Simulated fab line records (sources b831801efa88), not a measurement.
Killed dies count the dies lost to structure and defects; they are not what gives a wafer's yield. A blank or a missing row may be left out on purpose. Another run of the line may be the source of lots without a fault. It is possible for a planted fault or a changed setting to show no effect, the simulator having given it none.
A lot that was struck, set against a sound lot | flow sky130 | 17 out of 708 route steps
Sound: the wafers L824.1, L824.4, L824.5. Wafers L840.1, L840.3, L840.5 were the ones struck. Last of all comes the cause.
Each step with rows lists, per side, the tool, then ch with its chambers, then its first start. Under that, the readings that differ: sound wafers | struck wafers | difference of the means | sigmas: that difference in standard deviations of wafers without a fault.
alike: readings with means less than 2 such deviations apart, plus words and numbers identical on both sides. not compared: withheld readings, readings lacking a value on some wafer, bounds such as >300 that could conceal the same value, and numbers that have no deviation in the record and whose values overlap.
The two part at a step that has a row with sigmas, a row that says differs or no value, or rows on one side only. Numbers that have no deviation but don't overlap get no sigmas and don't part them. A reading that every wafer of one side lacks parts them only if that side has two wafers or more.

SKY_VT_ADJUST_HVTR_OVL_MEAS_08:
  sound: overlay-02 at day 9 20:01; struck: overlay-01 at day 14 20:33
  alike: VT_ADJUST_HVTR_OVL
after that, 1 step had no rows for these wafers: SKY_VT_ADJUST_HVTR_IMPLANT_09.
SKY_VT_ADJUST_HVTR_STRIP_10: strips in O2/N2.
  sound on plasmaAsher-03 ch 0,1, day 9 20:12; struck on plasmaAsher-02 ch 0, day 14 20:44
  alike: drypumpMotorCurrentA, oesProductAu, stripTimeToEndpointS
  not compared: rfHoursCounterH
SKY_VT_ADJUST_HVTR_TW_MEAS_11:
  sound: filmMetro-02 at day 9 20:18; struck: filmMetro-02 at day 14 20:50
  alike: VT_ADJUST_HVTR_TW
then, 7 steps without rows for these wafers: SKY_VT_ADJUST_PCH_DEHYDRATE_00 (time 60 s); SKY_VT_ADJUST_PCH_HMDS_01 (prime time 60 s); SKY_VT_ADJUST_PCH_COAT_02 (resist thk 3000 nm); SKY_VT_ADJUST_PCH_SOFTBAKE_03; SKY_VT_ADJUST_PCH_EXPOSE_04 (exposes mask NWM, target cd 840 nm); SKY_VT_ADJUST_PCH_PEB_05; SKY_VT_ADJUST_PCH_DEVELOP_06 (develop time 60 s).
SKY_VT_ADJUST_PCH_OVL_MEAS_07:
  sound: overlay-02 at day 10 18:29; struck: overlay-02 at day 15 22:59
reading                | sound          | struck       | difference | sigmas
VT_ADJUST_PCH_OVL (nm) | -4.8 -2.3 -3.0 | -1.8 0.1 1.7 | +3.4       | +3
SKY_VT_ADJUST_PCH_IMPLANT_08:
  sound on implanter-01 ch 0, day 10 18:31; struck on implanter-03 ch 0, day 15 23:02
reading          | sound                     | struck                        | difference | sigmas
doseIonsCm2      | 5e+11 5.003e+11 4.984e+11 | 2.004e+11 2.003e+11 2.002e+11 | -2.993e+11 | -99 or more
faradayCurrentUA | 2.86 2.81 2.78            | 1.11 1.12 1.15                | -1.69      | -35
SKY_VT_ADJUST_PCH_STRIP_09: strips in O2/N2.
  sound on plasmaAsher-01 ch 1, day 10 18:40; struck on plasmaAsher-02 ch 0,1, day 15 23:11
  alike: drypumpMotorCurrentA, oesProductAu, stripTimeToEndpointS
  not compared: rfHoursCounterH
SKY_VT_ADJUST_PCH_TW_MEAS_10:
  sound: filmMetro-02 at day 10 18:46; struck: filmMetro-04 at day 15 23:17
reading          | sound             | struck            | difference | sigmas
VT_ADJUST_PCH_TW | 141.6 141.0 141.0 | 112.9 113.6 114.1 | -27.7      | -37
then, 1 step without rows for these wafers: SKY_SONOS_TUNNEL_DEHYDRATE_00 (time 60 s).
-- record jumps: 34 days separate the struck wafers' starts on either side; left off in module SONOS_TUNNEL, taken up again in module PAD_OPEN, whose first shown step is the route's number 708 --
SKY_PAD_OPEN_PROBE_99:
  sound: prober-01 at day 45 20:49; struck: prober-01 at day 50 06:31
reading                               | sound                         | struck                        | difference | sigmas
model.etest.nfet_16v.rOnOhmUm         | 1.416e+04 1.424e+04 1.436e+04 | 1.371e+04 1.397e+04 1.372e+04 | -4.533e+02 | 
model.etest.pfet_01v8_lvt.driveUaUm   | 173.6 177.4 174.8             | 165.3 163.7 164.7             | -10.7      | 
model.etest.pfet_01v8_mvt.driveUaUm   | 151.3 155.3 150.9             | 144.1 141.7 143.1             | -9.5       | 
model.etest.pfetG5v0d10v5.offLog10AUm | -12.43 -12.82 -12.65          | -13.26 -13.49 -13.35          | -0.73      | 
model.etest.pfet_01v8_lvt.offLog10AUm | -8.929 -9.081 -8.828          | -9.75 -9.722 -9.844           | -0.83      | 
  alike: killed_at_M0_to_M3, killed_at_M4_up, killedAtContacts, killedAtFrontEnd, killedDies, killedOpen, killedShort
  not compared: model.etest.pfetG5v0d10v5.rOnOhmUm, model.etest.pfetG5v0d10v5.driveUaUm, model.etest.pfet_16v.driveUaUm

== WHERE THEY PART ==
First at SKY_VT_ADJUST_PCH_OVL_MEAS_07; last, within this record, at SKY_VT_ADJUST_PCH_TW_MEAS_10. Later steps at which nothing parts them and some readings are alike: SKY_PAD_OPEN_PROBE_99.

WHY: the cause the simulator had injected
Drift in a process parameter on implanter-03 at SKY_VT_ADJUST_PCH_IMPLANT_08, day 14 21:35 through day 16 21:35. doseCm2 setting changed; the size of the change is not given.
